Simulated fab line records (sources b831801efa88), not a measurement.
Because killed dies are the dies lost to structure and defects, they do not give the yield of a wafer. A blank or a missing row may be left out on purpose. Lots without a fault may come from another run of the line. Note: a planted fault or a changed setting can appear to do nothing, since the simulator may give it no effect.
fab line records -- flow sky130
record: lots: 6, wafers: 18, last_day: 50
route steps=708 shown GATE_OXIDE@191 POLY_GATE@204 PAD_OPEN@708
lots that met no fault: taken from a fault-free run of the same line
start_h: start of the lot's first displayed wafer, in hours after the record's first day -- wait_h: hours since the lot's step before -- " identical to the entry in the row above -- L1.1+2: one row covering several wafers at once -- - either no value or no given start -- * or withheld: withheld -- < > ~ a bound
route shown NAME@n: a module of which the file shows steps, and the number in the route of the first -- usual: mean/standard deviation of fault-free wafers -- same: alike in all rows -- chamber/n: place in a boat -- sites: readings site by site -- _std_site: standard deviation of those values -- _edge_site: the outer-site mean with the inner-site mean subtracted -- radius_mm: how far each site lies from the wafer's centre -- mask NAME#n: copy n -- behind: the last tool/chamber to shape the wafer -- hold: cause of the lot's hold/its duration in hours/its outcome -- device: transistor that didn't switch, given as n, p or np -- end of line: tests run on the same wafers once the route is complete -- a step with no rows: only its recipe -- killed: at the first sort, the dies lost to defects and structure; wafer yield is something else -- map: a wafer's dies, marking killed ones x, the rest . and places with no die _
set.NAME: the setting the step ran with; set.NAME@STEP: the setting that earlier step ran with -- model.NAME: the simulator's own value behind a step, which no gauge read
lots seen at some steps along the route; tables by step, rows by wafer
services: a tool's chamber out of use, with start hour (start_h, from the record's first day; less than 0 if before it), hours out, and reason
== steps ==
step: SKY_GATE_OXIDE_HMDS_04
recipe: prime_time_s: 60, prime_temp_c: 120
step: SKY_GATE_OXIDE_COAT_05
recipe: resist: NOVOLAK, spin_rpm: 3000, resist_thk_nm: 1140
step: SKY_GATE_OXIDE_SOFTBAKE_06
recipe: temp_c: 90, time_s: 60, resist: NOVOLAK
step: SKY_GATE_OXIDE_EXPOSE_07
recipe: mask_id: LVOM, na: 0.6, source_shape: conventional, sigma_outer: 0.6, polarization: unpolarized, target_cd_nm: 600, dose_mj: 170
step: SKY_GATE_OXIDE_PEB_08
recipe: temp_c: withheld, time_s: *, resist: NOVOLAK
step: SKY_GATE_OXIDE_DEVELOP_09
recipe: resist: NOVOLAK, developer: TMAH, develop_time_s: 60, dev_temp_c: 23
step: SKY_GATE_OXIDE_OVL_MEAS_10
usual: GATE_OXIDE_OVL: 0.6/1.1
lot.wafer,tool,chamber,start_h,wait_h,GATE_OXIDE_OVL[nm]
L321.1,overlay-02,-,427.70,0.1,-0.5
L321.4,overlay-02,-,427.70,0.1,0.9
L321.6,overlay-02,-,427.70,0.1,-0.3
L322.1,overlay-02,-,435.67,0.1,0.1
L322.5,overlay-02,-,435.67,0.1,-1.5
L322.6,overlay-02,-,435.67,0.1,-0.9
L323.3,overlay-01,-,450.98,0.1,-0.4
L323.4,overlay-01,-,450.98,0.1,0.5
L323.6,overlay-01,-,450.98,0.1,-0.5
L324.2,overlay-02,-,454.96,0.1,-0.6
L324.3,overlay-02,-,454.96,0.1,-0.7
L324.6,overlay-02,-,454.96,0.1,-0.8
L325.3,overlay-02,-,456.13,0.1,3.4
L325.4,overlay-02,-,456.13,0.1,1.7
L325.6,overlay-02,-,456.13,0.1,2.5
L330.1,overlay-02,-,504.05,0.1,-1.3
L330.3,overlay-02,-,504.05,0.1,0.7
L330.5,overlay-02,-,504.05,0.1,0.2
step: SKY_GATE_OXIDE_IMPLANT_11
recipe: species: B, energy_kev: 10, dose_cm2: 2.642e+12, tilt_deg: withheld
step: SKY_GATE_OXIDE_WET_ETCH_12
recipe: chemistry: dHF, target_depth_nm: 16.8, dry: n2_spin, target: SiO2, dilution: 100:1, temp_c: 25, time_s: 336
step: SKY_GATE_OXIDE_STRIP_13
recipe: chemistry: O2/N2, power_w: 1400, pressure_mtorr: 1500, platen_temp_c: withheld, o2_flow_sccm: 3000, n2_flow_sccm: 300, overash_fraction: 0.5
usual: drypump_motor_current_A: 5.91/0.27, oes_product_au: 0.716/0.0046, strip_time_to_endpoint_s: 14.19/0.04
lot.wafer,tool,chamber,start_h,wait_h,drypump_motor_current_A,oes_product_au,rf_hours_counter_h,strip_time_to_endpoint_s
L321.1,plasma_asher-01,1,427.99,0.0,6.31,0.714,31,14.19
L321.4,plasma_asher-01,1,427.99,0.0,6.31,0.721,-,14.14
L321.6,plasma_asher-01,1,427.99,0.0,6.29,0.714,-,14.14
L322.1,plasma_asher-02,1,435.96,0.0,5.82,0.716,77,14.16
L322.5,plasma_asher-02,1,435.96,0.0,5.77,0.716,-,14.17
L322.6,plasma_asher-02,0,435.96,0.0,5.62,0.717,-,14.16
L323.3,plasma_asher-04,1,451.31,0.0,6.18,0.719,-,14.23
L323.4,plasma_asher-04,0,451.31,0.0,5.59,0.709,-,14.27
L323.6,plasma_asher-04,0,451.31,0.0,5.60,0.716,-,14.24
L324.2,plasma_asher-04,0,455.25,0.0,5.58,0.714,2,14.23
L324.3,plasma_asher-04,1,455.25,0.0,6.19,0.715,-,14.18
L324.6,plasma_asher-04,1,455.25,0.0,6.17,0.723,-,14.25
L325.3,plasma_asher-04,0,456.45,0.0,5.58,0.720,-,14.23
L325.4,plasma_asher-04,1,456.45,0.0,6.17,0.721,-,14.25
L325.6,plasma_asher-04,1,456.45,0.0,6.18,0.713,-,14.23
L330.1,plasma_asher-01,0,504.34,0.0,5.97,0.718,38,14.17
L330.3,plasma_asher-01,0,504.34,0.0,5.95,0.718,-,14.19
L330.5,plasma_asher-01,0,504.34,0.0,5.98,0.721,-,14.18
step: SKY_GATE_OXIDE_TW_MEAS_14
usual: GATE_OXIDE_TW: 226.3/1.4
lot.wafer,tool,chamber,start_h,wait_h,GATE_OXIDE_TW
L321.1,film_metro-03,-,428.09,0.1,227.1
L321.4,film_metro-03,-,428.09,0.1,227.9
L321.6,film_metro-03,-,428.09,0.1,227.2
L322.1,film_metro-01,-,436.06,0.1,224.7
L322.5,film_metro-01,-,436.06,0.1,226.7
L322.6,film_metro-01,-,436.06,0.1,225.1
L323.3,film_metro-03,-,451.39,0.1,225.9
L323.4,film_metro-03,-,451.39,0.1,225.2
L323.6,film_metro-03,-,451.39,0.1,225.7
L324.2,film_metro-04,-,455.36,0.1,225.3
L324.3,film_metro-04,-,455.36,0.1,226.6
L324.6,film_metro-04,-,455.36,0.1,227.1
L325.3,film_metro-04,-,456.54,0.1,225.1
L325.4,film_metro-04,-,456.54,0.1,225.0
L325.6,film_metro-04,-,456.54,0.1,224.5
L330.1,film_metro-03,-,504.44,0.1,226.9
L330.3,film_metro-03,-,504.44,0.1,228.0
L330.5,film_metro-03,-,504.44,0.1,226.1
step: SKY_GATE_OXIDE_CLEAN_15
recipe: chemistry: SC1/SC2, mix: 1:4:20, temp_c: 70, time_s: 150, dry: n2_spin
step: SKY_GATE_OXIDE_OXIDATION_16
recipe: temp_c: 800, ambient: O2, idle_temp_c: 700, ramp_up_c_per_min: 10, ramp_down_c_per_min: 3, stabilise_s: 600, purge_s: 300, target_thk_a: 35.7, ox_time_s: 1915
usual: spike_tc_centre_C: 799.6/1.2, spike_tc_lower_C: 800.3/0.91, spike_tc_top_C: 817.0/2.5, spike_tc_upper_C: 799.4/1.1, tube_center_temp_C: 800/0.068, tube_center_temp_C_max: 802.1/0.34, zone_power_centre_pct: 15.7/0.87
lot.wafer,tool,chamber,start_h,wait_h,spike_tc_centre_C,spike_tc_lower_C,spike_tc_top_C,spike_tc_upper_C,tube_center_temp_C,tube_center_temp_C_max,zone_power_centre_pct
L321.1,furnace-01,0,428.21,0.0,800.2,800.9,820.4,799.7,799.96,802.0,14.7
L321.4,furnace-01,0,428.21,0.0,802.2,799.9,818.0,798.2,800.03,802.1,14.9
L321.6,furnace-01,0,428.21,0.0,800.6,801.5,818.2,798.4,800,802.0,14.8
L322.1,furnace-02,0,436.18,0.0,798.2,800.8,814.2,801.7,799.96,802.0,16.4
L322.5,furnace-02,0,436.18,0.0,801.5,800.9,812.4,801.4,800.11,802.0,16.6
L322.6,furnace-02,0,436.18,0.0,799.3,801.6,812.5,800.6,799.92,802.2,16.8
L323.3,furnace-02,0,452.24,0.8,793.8,795.0,808.7,794.6,794.34,796.2,16.6
L323.4,furnace-02,0,452.24,0.8,792.4,794.5,808.3,792.6,794.32,796.3,16.4
L323.6,furnace-02,0,452.24,0.8,793.7,796.8,809.8,794.6,794.34,797.1,16.4
L324.2,furnace-01,0,456.00,0.5,801.0,799.8,818.6,798.9,799.94,803.0,15.0
L324.3,furnace-01,0,456.00,0.5,798.6,800.7,818.4,798.0,800,802.6,14.7
L324.6,furnace-01,0,456.00,0.5,799.5,801.4,819.1,798.8,799.96,801.9,14.8
L325.3,furnace-02,0,457.11,0.5,794.6,795.1,809.9,794.6,794.26,796.1,16.5
L325.4,furnace-02,0,457.11,0.5,793.2,793.6,806.7,793.6,794.37,796.2,16.3
L325.6,furnace-02,0,457.11,0.5,793.0,795.3,810.2,794.8,794.23,796.3,16.5
L330.1,furnace-01,0,504.55,0.0,799.2,799.8,819.3,799.8,799.95,801.9,15.1
L330.3,furnace-01,0,504.55,0.0,800.9,799.7,818.2,796.8,799.84,802.1,15.0
L330.5,furnace-01,0,504.55,0.0,800.4,798.5,820.4,799.2,799.99,802.0,15.3
step: SKY_POLY_GATE_CVD_00
recipe: material: poly-Si, target_thk_nm: 180, temp_c: 620, time_s: 720, pressure_mtorr: 200
step: SKY_PAD_OPEN_PROBE_99
usual: killed_at_M0_to_M3: 43/7.5, killed_at_M4_up: 3.0/1.6, killed_at_contacts: 23/5.8, killed_at_front_end: 14/4.8, killed_at_other: 0.3/0.52, killed_dies: 84/9.1, killed_open: 47/7.2, killed_short: 37/5.8
same: gross_dies: 492, killed_at_back_side: 0
lot.wafer,tool,chamber,start_h,wait_h,killed_at_M0_to_M3,killed_at_M4_up,killed_at_contacts,killed_at_front_end,killed_at_other,killed_dies,killed_open,killed_short,model.etest.nfet_01v8_turned.drive_ua_um,model.etest.nfet_01v8_swapped.drive_ua_um,model.etest.nfet_01v8.drive_ua_um,model.etest.cap_thin_oxide.gate_log10_a_cm2,model.etest.cap_thin_oxide.tox_acc_nm,model.etest.pfet_01v8.tox_inv_nm,model.etest.nfet_01v8.tox_inv_nm,model.etest.nfet_01v8.vt_v
L321.1,prober-02,-,1160.26,0.1,42,4,22,19,0,87,46,41,487.9,486.1,481.2,-7.162,4.369,4.401,4.365,0.7105
L321.4,prober-02,-,1160.41,0.2,27,2,24,15,0,68,37,31,496.9,495.4,492.4,-7.16,4.335,4.427,4.346,0.7096
L321.6,prober-02,-,1160.51,0.2,43,5,20,10,0,78,49,29,490.2,486.2,479.9,-6.907,4.28,4.353,4.315,0.7056
L322.1,prober-01,-,1160.50,0.1,48,3,24,12,0,87,46,41,501.9,503.9,502.5,-7.502,4.422,4.485,4.451,0.7126
L322.5,prober-01,-,1160.70,0.2,41,5,19,11,0,76,38,38,504.2,500.6,500.7,-7.596,4.418,4.472,4.451,0.7101
L322.6,prober-01,-,1160.75,0.2,36,6,14,15,1,72,37,35,487.9,486,487.5,-7.437,4.411,4.51,4.399,0.7096
L323.3,prober-02,-,1171.68,0.2,49,4,12,15,0,80,37,43,512.4,515.3,508.5,-6.911,4.271,4.348,4.283,0.7011
L323.4,prober-02,-,1171.73,0.2,53,1,20,23,0,97,55,42,506.1,509.1,508.7,-6.948,4.266,4.323,4.277,0.6984
L323.6,prober-02,-,1171.83,0.2,34,4,19,11,0,68,39,29,514.7,516.7,514,-6.792,4.234,4.29,4.224,0.7019
L324.2,prober-01,-,1174.64,0.1,50,2,20,7,1,80,44,36,504.8,504.3,506.4,-6.643,4.232,4.271,4.225,0.7015
L324.3,prober-01,-,1174.69,0.2,43,6,35,7,0,91,51,40,498.7,498.9,499.4,-6.666,4.194,4.246,4.215,0.7041
L324.6,prober-01,-,1174.84,0.2,55,2,24,4,0,85,52,33,498.4,501.4,501.7,-6.543,4.179,4.221,4.202,0.701
L325.3,prober-02,-,1177.49,0.2,62,4,20,9,2,97,62,35,517.6,520.6,515.8,-6.583,4.188,4.226,4.204,0.6909
L325.4,prober-02,-,1177.54,0.2,47,2,19,11,1,80,43,37,514.1,509.2,514.1,-6.613,4.195,4.221,4.211,0.6996
L325.6,prober-02,-,1177.64,0.2,56,2,23,13,0,94,51,43,514.3,509.2,509.8,-6.439,4.16,4.206,4.187,0.6926
L330.1,prober-01,-,1199.49,0.1,37,1,33,19,0,90,54,36,513,510.8,509.1,-6.589,4.213,4.281,4.217,0.6964
L330.3,prober-01,-,1199.59,0.2,33,2,39,20,1,95,47,48,522,524.1,522.9,-6.697,4.208,4.31,4.265,0.695
L330.5,prober-01,-,1199.69,0.2,47,4,38,15,0,104,60,44,509.8,512.4,508.3,-6.769,4.244,4.301,4.259,0.6928
killed by level:class
L321.1 VIA3:geometric_particle:open=9 FIELD_ISO:geometric_particle:open=7 LI_CONTACT:geometric_particle:open=7 VIA1:geometric_particle:open=7 FIELD_ISO:geometric_particle:short=6 LOCAL_INTERCONNECT:geometric_particle:short=6 VIA1:geometric_particle:short=6 VIA2:geometric_particle:open=6
L321.4 CONTACT:geometric_particle:open=10 LI_CONTACT:geometric_particle:open=6 VIA2:geometric_particle:open=5 CONTACT:geometric_particle:short=5 VIA1:geometric_particle:open=5 POLY_GATE:geometric_particle:short=4 FIELD_ISO:geometric_particle:open=3 FIELD_ISO:geometric_particle:short=3
L322.1 VIA1:geometric_particle:open=12 VIA2:geometric_particle:short=8 METAL2:geometric_particle:short=7 LI_CONTACT:geometric_particle:open=7 VIA3:geometric_particle:open=7 CONTACT:geometric_particle:short=6 CONTACT:geometric_particle:open=6 FIELD_ISO:geometric_particle:short=3
L321.6 CONTACT:geometric_particle:open=12 VIA1:geometric_particle:open=10 METAL1:geometric_particle:short=9 VIA2:geometric_particle:open=7 FIELD_ISO:geometric_particle:open=5 METAL4:geometric_particle:short=5 VIA1:geometric_particle:short=4 LI_CONTACT:geometric_particle:open=3
L322.5 VIA1:geometric_particle:open=11 LI_CONTACT:geometric_particle:open=7 VIA1:geometric_particle:short=7 CONTACT:geometric_particle:open=6 METAL2:geometric_particle:short=6 VIA2:geometric_particle:short=6 CONTACT:geometric_particle:short=3 METAL1:geometric_particle:short=3
L322.6 VIA1:geometric_particle:open=9 VIA2:geometric_particle:open=7 CONTACT:geometric_particle:open=5 METAL3:geometric_particle:short=5 FIELD_ISO:geometric_particle:short=4 POLY_GATE:geometric_particle:open=4 VIA1:geometric_particle:short=4 METAL2:geometric_particle:short=4
L323.3 VIA1:geometric_particle:short=14 VIA1:geometric_particle:open=10 FIELD_ISO:geometric_particle:open=5 METAL1:geometric_particle:short=5 VIA2:geometric_particle:open=5 CONTACT:geometric_particle:open=5 FIELD_ISO:geometric_particle:short=4 VIA3:geometric_particle:open=4
L323.4 VIA1:geometric_particle:open=14 FIELD_ISO:geometric_particle:short=9 FIELD_ISO:geometric_particle:open=8 VIA3:geometric_particle:open=8 VIA1:geometric_particle:short=7 CONTACT:geometric_particle:open=6 METAL2:geometric_particle:short=5 LI_CONTACT:geometric_particle:open=5
L323.6 VIA1:geometric_particle:open=8 METAL1:geometric_particle:short=7 CONTACT:geometric_particle:open=6 LI_CONTACT:geometric_particle:open=6 VIA2:geometric_particle:open=5 CONTACT:geometric_particle:short=3 VIA3:geometric_particle:open=3 FIELD_ISO:geometric_particle:open=2
L324.2 VIA3:geometric_particle:open=16 CONTACT:geometric_particle:open=7 VIA1:geometric_particle:open=7 METAL2:geometric_particle:short=7 VIA1:geometric_particle:short=6 VIA2:geometric_particle:open=5 METAL1:geometric_particle:short=4 LI_CONTACT:geometric_particle:open=4
L324.3 VIA1:geometric_particle:open=12 CONTACT:geometric_particle:open=11 CONTACT:geometric_particle:short=9 LI_CONTACT:geometric_particle:open=8 VIA2:geometric_particle:open=7 METAL2:geometric_particle:short=6 LOCAL_INTERCONNECT:geometric_particle:short=5 METAL1:geometric_particle:short=5
L324.6 VIA1:geometric_particle:open=12 CONTACT:geometric_particle:open=10 VIA2:geometric_particle:open=8 VIA3:geometric_particle:open=8 LI_CONTACT:geometric_particle:open=7 METAL1:geometric_particle:short=7 METAL2:geometric_particle:short=6 METAL2:geometric_particle:open=4
L325.3 VIA1:geometric_particle:open=13 VIA3:geometric_particle:open=11 VIA2:geometric_particle:open=9 CONTACT:geometric_particle:open=9 METAL2:geometric_particle:short=8 LI_CONTACT:geometric_particle:open=6 METAL1:geometric_particle:short=6 VIA1:geometric_particle:short=6
L325.4 VIA1:geometric_particle:open=16 LI_CONTACT:geometric_particle:open=7 LOCAL_INTERCONNECT:geometric_particle:short=7 VIA2:geometric_particle:open=6 VIA1:geometric_particle:short=6 FIELD_ISO:geometric_particle:short=4 CONTACT:geometric_particle:open=4 METAL2:geometric_particle:short=4
L325.6 VIA1:geometric_particle:open=13 LI_CONTACT:geometric_particle:open=10 METAL1:geometric_particle:short=9 VIA1:geometric_particle:short=9 CONTACT:geometric_particle:open=7 VIA2:geometric_particle:open=7 VIA3:geometric_particle:open=6 POLY_GATE:geometric_particle:short=5
L330.1 CONTACT:geometric_particle:open=12 VIA1:geometric_particle:open=11 LI_CONTACT:geometric_particle:open=10 CONTACT:geometric_particle:short=8 VIA3:geometric_particle:open=5 FIELD_ISO:geometric_particle:short=4 POLY_GATE:geometric_particle:open=4 SPACER:geometric_particle:short=4
L330.3 CONTACT:geometric_particle:open=12 CONTACT:geometric_particle:short=10 LI_CONTACT:geometric_particle:open=9 VIA1:geometric_particle:open=9 FIELD_ISO:geometric_particle:open=5 POLY_GATE:geometric_particle:open=5 METAL1:geometric_particle:short=5 FIELD_ISO:geometric_particle:short=4
L330.5 CONTACT:geometric_particle:open=17 VIA1:geometric_particle:open=12 LI_CONTACT:geometric_particle:open=11 METAL2:geometric_particle:short=7 METAL1:geometric_particle:short=5 VIA2:geometric_particle:open=5 FIELD_ISO:geometric_particle:open=4 FIELD_ISO:geometric_particle:short=4
== services ==
tool,chamber,start_h,hours,kind
furnace-02,-,418.74,1.0,repair
plasma_asher-04,-,421.25,9.0,pm
plasma_asher-04,0,421.25,9.0,vent_cycle
plasma_asher-04,1,421.25,9.0,vent_cycle
plasma_asher-04,0,430.25,-,clean
plasma_asher-04,1,430.25,-,clean
plasma_asher-01,-,480.93,4.5,repair
plasma_asher-01,-,488.27,3.8,repair
== key ==
first_sign: step: SKY_GATE_OXIDE_OXIDATION_16, reading: tube_center_temp_C, direction: down, sigmas: 71, usual: *, struck: *
effect: step: SKY_GATE_OXIDE_OXIDATION_16, reading: tube_center_temp_C_max, direction: down, sigmas: 17, usual: *, struck: *
model_effect: step: SKY_PAD_OPEN_PROBE_99, value: etest.nfet_01v8_turned.drive_ua_um, without: 495.7, struck: 513.2
met_at SKY_GATE_OXIDE_OXIDATION_16
struck_wafers L323.3,L323.4,L323.6,L325.3,L325.4,L325.6
tester_left_out L323,L325
onset_between 436.18 452.24
fault: kind: process_parameter_drift, tool: furnace-02, chamber: -, onset_h: 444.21, steps: SKY_GATE_OXIDE_OXIDATION_16, channel: temp_c, offset: *, shape: step, end_h: 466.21, acts_in: *, stated: *
tester_left_out: of these lots the tester's yield and bins aren't shown, on N5 and GAA mostly nor the transistor test; their killed dies are dies lost to structure and defects alone, not to doping, threshold or leakage, so they don't give the yield
